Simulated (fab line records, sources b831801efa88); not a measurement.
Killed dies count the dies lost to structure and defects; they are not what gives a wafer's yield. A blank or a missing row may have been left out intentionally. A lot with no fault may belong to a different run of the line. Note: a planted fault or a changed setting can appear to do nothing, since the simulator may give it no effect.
Which tool did it? ; flow gf180mcu ; 6 lots, 18 wafers sampled, at 2 steps of a route of 602

WHAT THE GAUGES SHOWED, per wafer
GF_TOP_METAL_RS_MEAS_05: a four-point-probe measurement.
lot;measured;on;TOP_METAL_ALCU_RS (ohm/sq)
L208;day 27 13:00;film metro-02;0.0323 0.0325 0.0323
L210;day 28 08:22;film metro-03;0.0330 0.0323 0.0329
L216;day 30 04:03;film metro-01;0.0324 0.0326 0.0327
L220;day 31 10:40;film metro-03;0.0331 0.0328 0.0331
L225;day 32 22:33;film metro-01;0.0321 0.0323 0.0325
L228;day 33 09:47;film metro-01;0.0331 0.0329 0.0329

TOOL THAT RAN EACH LOT (tool first, then ch and the chambers of the sampled wafers, then the start)
lot;GF_V3_CMP_26
L208;cmp-02 ch 0,2,3, day 22 18:43
L210;cmp-02 ch 0,1, day 23 17:25
L216;cmp-01 ch 0,1, day 25 20:06
L220;cmp-02 ch 0,1,3, day 27 07:09
L225;cmp-02 ch 0,1,2, day 28 23:02
L228;cmp-02 ch 0,1, day 29 13:13
- GF_V3_CMP_26: polishes, stops on SiO2, t overpolish 15 s, target thk 0 nm.

THE ANSWER, worked out from the rows above alone
Rule: usual is defined by the lots themselves. Put in order of their means at a reading, lots are off if they are a third of the lots or fewer, leave a main group of 4 or more, and stand apart from it by a gap of 3 or more times the standard deviation of the main group's means; of several such gaps the widest counts. If all means in a main group match to the digits the tables above print for the reading, that group is not used. A lot without any number at a reading at which 4 lots or more have one is off too. Any other lot the step has rows for is counted as sound.
No lot is off at any reading shown: from this, nothing can be told.

WHAT WAS PUT IN BY THE SIMULATOR
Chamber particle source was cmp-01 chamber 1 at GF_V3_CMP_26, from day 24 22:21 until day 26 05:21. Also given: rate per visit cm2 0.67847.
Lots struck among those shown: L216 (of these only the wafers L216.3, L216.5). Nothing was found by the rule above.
